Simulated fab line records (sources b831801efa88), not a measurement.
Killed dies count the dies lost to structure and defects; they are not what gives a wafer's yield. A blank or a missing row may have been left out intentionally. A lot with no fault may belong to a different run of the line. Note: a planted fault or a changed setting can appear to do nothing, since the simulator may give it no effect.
Which tool was responsible?	flow sky130	Sampling: 9 lots, 27 wafers, 5 of 708 route steps

## WHAT THE GAUGES READ, wafer by wafer
SKY_LOCAL_INTERCONNECT_RS_MEAS_01: measurement is done with a four-point probe. Usual: for LOCAL_INTERCONNECT_TIN_RS the level is 14.18 ohm/sq and the standard deviation is 0.17.
lot	measured	on	LOCAL_INTERCONNECT_TIN_RS (ohm/sq)	flag
L739	day 29 21:11	film metro-03	14.15 13.87 14.18	
L742	day 30 17:32	film metro-01	13.97 14.15 14.23	
L745	day 31 15:40	film metro-04	14.01 14.33 14.02	
L754	day 34 13:18	film metro-04	14.02 14.06 14.47	
L752	day 34 15:05	film metro-04	18.09 14.56 18.11 18.09 14.54 18.13	OFF
L755	day 35 21:04	film metro-03	14.44 18.58 18.59 14.44 18.55 18.58	OFF
L757	day 35 22:10	film metro-03	13.97 14.17 14.30	
L758	day 35 22:49	film metro-01	13.98 14.18 14.01	
L760	day 36 08:13	film metro-04	14.09 13.96 14.09	

SKY_LOCAL_INTERCONNECT_THK_MEAS_02: measures by xrf. Usual: for LOCAL_INTERCONNECT_TIN_THK the level is 98.5 nm and the standard deviation is 1.3.
lot	measured	on	LOCAL_INTERCONNECT_TIN_THK (nm)	flag
L739	day 29 21:18	film metro-03	98.6 100.9 98.7	
L742	day 30 17:38	film metro-01	100.4 98.6 98.5	
L745	day 31 15:47	film metro-04	99.1 96.9 99.3	
L754	day 34 13:25	film metro-04	98.5 98.2 95.3	
L752	day 34 17:32	film metro-04	77.2 95.2 77.0 77.0 94.9 76.7	OFF
L755	day 36 02:37	film metro-03	97.4 76.4 76.5 96.9 76.5 76.5	OFF
L757	day 35 22:16	film metro-03	99.5 98.8 97.8	
L758	day 35 22:55	film metro-01	100.0 98.9 100.5	
L760	day 36 08:19	film metro-04	98.3 99.3 98.4	

SKY_LOCAL_INTERCONNECT_OVL_MEAS_12. Usual: for LOCAL_INTERCONNECT_OVL the level is 3 nm and the standard deviation is 4.9.
lot	measured	on	LOCAL_INTERCONNECT_OVL (nm)	flag
L739	day 31 01:44	overlay-01	2 0 -9	
L742	day 31 21:24	overlay-02	7 8 0	
L745	day 32 18:46	overlay-02	8 8 13	
L754	day 35 16:32	overlay-01	-5 10 -4	
L752	day 35 18:17	overlay-01	6 3 10	
L755	day 36 23:45	overlay-01	4 7 8	
L757	day 37 00:55	overlay-01	5 7 3	
L758	day 37 01:16	overlay-01	6 0 8	
L760	day 37 10:43	overlay-01	7 0 -2	

## TOOL THAT RAN EACH LOT (tool first, then ch and the chambers of the sampled wafers, then the start)
lot	SKY_LI_CONTACT_ETCH_14	SKY_LOCAL_INTERCONNECT_SPUTTER_00
L739	rie diel-03 ch 0,1,2, day 29 19:55	pvd sputter-02, day 29 21:06
L742	rie diel-01 ch 1,2, day 30 16:10	pvd sputter-03, day 30 17:27
L745	rie diel-02 ch 0,3, day 31 14:01	pvd sputter-04, day 31 15:36
L754	rie diel-03 ch 0,1, day 34 11:59	pvd sputter-02, day 34 13:14
L752	rie diel-02 ch 0,2,3, day 34 13:50	pvd sputter-02, day 34 15:00
L755	rie diel-01 ch 0,2, day 35 19:50	pvd sputter-02, day 35 21:00
L757	rie diel-02 ch 0,3, day 35 20:52	pvd sputter-04, day 35 22:03
L758	rie diel-01 ch 0,3, day 35 21:31	pvd sputter-04, day 35 22:42
L760	rie diel-01 ch 1,2, day 36 06:55	pvd sputter-03, day 36 08:06
- SKY_LI_CONTACT_ETCH_14: etches BARC in N2/H2, stops on SiO2, time 45.9 s, target depth 60 nm.
- SKY_LOCAL_INTERCONNECT_SPUTTER_00: material TiN, target thk 100 nm, time 83.3 s.

## AS READ BY THE TOOLS THEMSELVES (means over the sampled wafers that have a number; for cases with no such wafer, the mark the record gives instead)
SKY_LI_CONTACT_ETCH_14. Usual: chamber pressure mTorr 30.001 mTorr, standard deviation 0.03; drypump motor current A 5.3 A, standard deviation 0.39; oes product au 0.854 a.u., standard deviation 0.0049; throttle valve pct 13.223 %, standard deviation 0.008.
lot	tool	chamber pressure mTorr (mTorr)	drypump motor current A (A)	oes product au (a.u.)	throttle valve pct (%)	flag
L739	rie diel-03	30.000	5.3	0.857	13.220	
L742	rie diel-01	29.987	5.3	0.853	13.229	
L745	rie diel-02	30.013	4.7	0.857	13.224	
L754	rie diel-03	29.992	5.3	0.851	13.219	
L752	rie diel-02	29.987	5.1	0.856	13.225	
L755	rie diel-01	30.012	5.6	0.855	13.217	
L757	rie diel-02	30.018	4.7	0.853	13.224	
L758	rie diel-01	30.004	5.8	0.853	13.218	
L760	rie diel-01	29.991	5.2	0.855	13.228	

SKY_LOCAL_INTERCONNECT_SPUTTER_00. Usual: cathode dc power W 6500.0 W, standard deviation 1; substrate temp c 300.01 C, standard deviation 0.19; throttle valve pct 30.2 %, standard deviation 1.1.
lot	tool	cathode dc power W (W)	substrate temp c (C)	throttle valve pct (%)	flag
L739	pvd sputter-02	6501.1	300.16	30.3	
L742	pvd sputter-03	6500.7	300.14	30.2	
L745	pvd sputter-04	6500.2	299.98	29.7	
L754	pvd sputter-02	6499.1	300.05	30.2	
L752	pvd sputter-02	6499.8	299.98	30.7	
L755	pvd sputter-02	6499.7	299.93	30.1	
L757	pvd sputter-04	6500.3	299.72	30.4	
L758	pvd sputter-04	6500.4	300.07	30.4	
L760	pvd sputter-03	6500.0	299.92	31.3	

## THE ANSWER, worked out from the rows above alone
Rule: lot off if the mean of its wafers having a number is beyond 3 standard deviations from the usual mean. Also off: a lot with no number at a reading for which 4 or more lots have one. Any other lot the step has rows for is counted as sound. Order of review: gauges by route order, followed by the tools' own readings, for which a lot's mean as printed above is used. The first step at which some lot is off is used, and at that step the reading that is off furthest; a lot without a number counts as furthest.
Off: L752, L755, seen at SKY_LOCAL_INTERCONNECT_RS_MEAS_01 (LOCAL_INTERCONNECT_TIN_RS).
A tool fits if, at a process step before that reading, it ran every lot that is off, and no sound lot after the first of them. Those tools and the gauges at SKY_LOCAL_INTERCONNECT_RS_MEAS_01 are tried in the same way. One candidate fits, namely pvd sputter-02 at SKY_LOCAL_INTERCONNECT_SPUTTER_00. A fault onset in the window from L754 (day 34 13:14, its last sound lot) to L752 (day 34 15:00, its first lot off) fits.

## WHAT WAS PUT IN BY THE SIMULATOR
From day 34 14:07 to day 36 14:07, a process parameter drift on pvd sputter-02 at SKY_LOCAL_INTERCONNECT_SPUTTER_00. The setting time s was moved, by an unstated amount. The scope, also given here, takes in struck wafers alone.
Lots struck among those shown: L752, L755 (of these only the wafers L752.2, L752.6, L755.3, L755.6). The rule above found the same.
